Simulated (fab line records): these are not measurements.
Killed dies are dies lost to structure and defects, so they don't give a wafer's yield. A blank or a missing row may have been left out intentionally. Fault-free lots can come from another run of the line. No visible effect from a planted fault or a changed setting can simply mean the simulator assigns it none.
Chamber matching	flow sfq_line	cmp-02 running SFQ_TRILAYER_I0_CMP_CMP_028: 4 sister chambers
The step polishes SiO2. 14 wafers are shown with their chamber, then 7 later ones without.

## WAFERS WITH THEIR CHAMBER
wafer	chamber	motor_current_A (A)	time_to_endpoint_s (s)
L664.3	2	9.4	207
L664.4	0	11.2	200
L664.6	2	9.1	209
L667.1	1	9.0	196
L667.2	0	11.1	188
L667.3	2	9.1	209
L668.3	0	10.9	199
L668.2	3	10.2	211
L668.4	2	9.2	218
L669.2	2	8.8	211
L669.3	1	10.1	213
L669.5	1	9.5	210
L671.2	1	9.2	203
L671.5	0	10.4	206

SIGNATURES (means of the wafers above)
reading	chamber 0	chamber 1	chamber 2	chamber 3	scatter within a chamber
motor_current_A	10.900	9.450	9.120	10.200	0.355
time_to_endpoint_s	198.25	205.50	210.80	211.00	6.44
Rule: distance of a wafer from a chamber = root of the sum over the readings of ((wafer's reading minus chamber's mean) / reading's scatter) squared. The wafer belongs to the nearest chamber; if the next one is less than 2 further off, it can't be placed. The scatter: take each reading less its chamber's mean, square it, sum over the shown wafers, divide by the number of wafers less the number of chambers, and take the root.

## WAFERS WITH NO CHAMBER GIVEN
wafer	motor_current_A (A)	time_to_endpoint_s (s)
L671.6	9.7	210
L672.2	9.8	208
L672.6	9.8	224
L673.4	9.5	208
L673.2	10.1	194
L674.2	9.5	208
L674.6	9.6	214

## CHAMBER TAKEN BY EACH
wafer	from the rows above	in truth
L671.6	can't be placed: 1 or 3 or 2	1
L672.2	can't be placed: 1 or 3 or 2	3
L672.6	can't be placed: 3 or 2 or 1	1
L673.4	can't be placed: 1 or 2 or 3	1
L673.2	can't be placed: 0 or 1 or 3 or 2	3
L674.2	can't be placed: 1 or 2 or 3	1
L674.6	can't be placed: 1 or 2 or 3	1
Correctly placed: 0 of 7. Not placeable from these rows: 7 (in 7, the candidates include the true chamber). Placed wrongly: 0.
